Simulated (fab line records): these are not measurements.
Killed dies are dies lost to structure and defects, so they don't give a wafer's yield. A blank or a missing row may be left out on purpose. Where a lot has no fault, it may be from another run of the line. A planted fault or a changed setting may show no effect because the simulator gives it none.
Struck lot and sound lot, side by side / flow sky130 / 22 out of 708 route steps
Sound: wafers L186.2, L186.3, L186.5. Wafers L190.1, L190.5, L190.6 were the ones struck. Last of all comes the cause.
At each step with rows: each side's tool, then ch and its chambers, then its first start. Under that, the readings that differ: sound wafers / struck wafers / difference of the means / sigmas: that difference in standard deviations of wafers without a fault.
alike: readings with means less than 2 such deviations apart, plus words and numbers identical on both sides. not compared: withheld readings, readings lacking a value on some wafer, bounds such as >300 that could conceal the same value, and numbers that have no deviation in the record and whose values overlap.
A row with sigmas, a row that says differs or no value, or rows on one side alone: a step with any of these is where the two part. Numbers that have no deviation but don't overlap get no sigmas and don't part them. Lack of a reading on every wafer of one side parts them only where that side has two or more wafers.

SKY_METAL1_SPUTTER_00: material Ti, target thk 15 nm, time 10 s.
  sound: pvd sputter-01 at day 31 16:01; struck: pvd sputter-02 at day 33 01:41
reading=throttle valve pct (%); sound=32.6 31.3 32.6; struck=29.0 28.8 29.2; difference=-3.2; sigmas=-2
SKY_METAL1_SPUTTER_01: material TiN, target thk 20 nm, time 16.7 s.
  sound: pvd sputter-01 at day 31 16:02; struck: pvd sputter-02 at day 33 01:43
reading=throttle valve pct (%); sound=32.6 31.2 32.4; struck=29.1 29.1 29.3; difference=-2.9; sigmas=-2
SKY_METAL1_SPUTTER_02: material AlCu, target thk 250 nm, time 13.3 s.
  sound: pvd sputter-01 at day 31 16:03; struck: pvd sputter-02 at day 33 01:44
reading=throttle valve pct (%); sound=32.4 31.0 32.2; struck=28.8 29.2 29.4; difference=-2.7; sigmas=-2
then, 1 step without rows for these wafers: SKY_METAL1_SPUTTER_03 (material Ti, target thk 5 nm, time 3.3 s).
SKY_METAL1_SPUTTER_04: material TiN, target thk 70 nm, time 58.3 s.
  sound: pvd sputter-01 at day 31 16:06; struck: pvd sputter-02 at day 33 01:47
reading=throttle valve pct (%); sound=32.3 31.3 32.5; struck=28.9 29.0 29.4; difference=-2.9; sigmas=-2
SKY_METAL1_RS_MEAS_05: a four-point-probe measurement.
  sound: film metro-04 at day 31 16:10; struck: film metro-01 at day 33 01:50
  alike: METAL1_ALCU_RS
SKY_METAL1_THK_MEAS_06: measures by xrf.
  sound: film metro-04 at day 31 16:17; struck: film metro-01 at day 33 01:57
reading=METAL1_ALCU_THK (nm); sound=245 249 246; struck=255 259 255; difference=+10; sigmas=+3
then, 5 steps without rows for these wafers: SKY_METAL1_DEHYDRATE_07 (time 60 s); SKY_METAL1_HMDS_08 (prime time 60 s); SKY_METAL1_COAT_09 (resist thk 60 nm); SKY_METAL1_COAT_10 (resist thk 450 nm); SKY_METAL1_SOFTBAKE_11 (time 90 s).
SKY_METAL1_EXPOSE_12: exposes mask MM1, target cd 140 nm.
  sound on krf scanner-02 ch 0, day 32 06:37; struck on krf scanner-02 ch 0, day 33 15:28
  alike: mask
then, 2 steps without rows for these wafers: SKY_METAL1_PEB_13; SKY_METAL1_DEVELOP_14 (develop time 60 s).
SKY_METAL1_CD_MEAS_15 targets a cd of 140 nm.
  sound: cd sem-02 at day 32 19:53; struck: cd sem-02 at day 34 04:17
  not compared: cd nm
SKY_METAL1_OVL_MEAS_16:
  sound: overlay-02 at day 32 20:00; struck: overlay-01 at day 34 04:25
  not compared: METAL1_OVL
SKY_METAL1_DESCUM_17: chemistry O2, time 8 s.
  sound on rie metal-01 ch 0, day 32 20:02; struck on rie metal-02 ch 0,1, day 34 04:27
  alike: drypump motor current A, he backside leak sccm, oes product au
  not compared: rf hours counter h, model.METAL1.cd nm
then, 1 step without rows for these wafers: SKY_METAL1_ETCH_18 (etches BARC in N2/H2, stops on SiO2, time 45.9 s, target depth 60 nm).
SKY_METAL1_METAL_ETCH_19: etches the open film in Cl2/BCl3, stops on SiO2, target depth 360 nm, time 78 s.
  sound on rie metal-01 ch 0, day 32 20:08; struck on rie metal-02 ch 0,1, day 34 04:32
reading=bias w (W); sound=48.69 48.66 48.56; struck=48.30 48.25 48.36; difference=-0.33; sigmas=-2
  alike: drypump motor current A, he backside leak sccm, oes product au, throttle valve pct
  not compared: rf hours counter h, model.METAL1.cd nm
SKY_METAL1_STRIP_20: strips in O2/N2.
  sound on plasma asher-01 ch 0,1, day 32 20:13; struck on plasma asher-01 ch 0,1, day 34 04:38
  alike: drypump motor current A, oes product au, strip time to endpoint s
  not compared: rf hours counter h
-- the record jumps here: 13 days lie between the struck wafers' starts before and after (it left off in module METAL1 and takes up again in module PAD_OPEN, whose first step shown is number 708 of the route) --
SKY_PAD_OPEN_PROBE_99:
  sound: prober-02 at day 45 18:35; struck: prober-02 at day 46 19:56
reading=defect limited yield (%); sound=83.5 84.3 83.5; struck=0 0 0; difference=-84; sigmas=-42
reading=killed_at_M0_to_M3; sound=38 36 44; struck=447 443 459; difference=+410; sigmas=+63
reading=killed dies; sound=81 77 81; struck=492 492 492; difference=+412; sigmas=+43
reading=killed on rim; sound=18 20 18; struck=96 96 96; difference=+77; sigmas=+21
reading=sort_bin_5_function (%); sound=9.6 9.3 10.2; struck=92.1 92.1 92.3; difference=+82.5; sigmas=+59
reading=sort n pass; sound=411 415 411; struck=0 0 0; difference=-412; sigmas=-43
reading=sort yield pct (%); sound=83.5 84.3 83.5; struck=0 0 0; difference=-84; sigmas=-42
  alike: killed_at_M4_up, killed at contacts, killed at front end, killed at other, killed open, killed short, sort_bin_3_pad_short, sort_bin_6_memory

## WHERE THEY PART
Earliest at SKY_METAL1_SPUTTER_00; latest, in this record, at SKY_PAD_OPEN_PROBE_99.

WHY: whatever the simulator had introduced
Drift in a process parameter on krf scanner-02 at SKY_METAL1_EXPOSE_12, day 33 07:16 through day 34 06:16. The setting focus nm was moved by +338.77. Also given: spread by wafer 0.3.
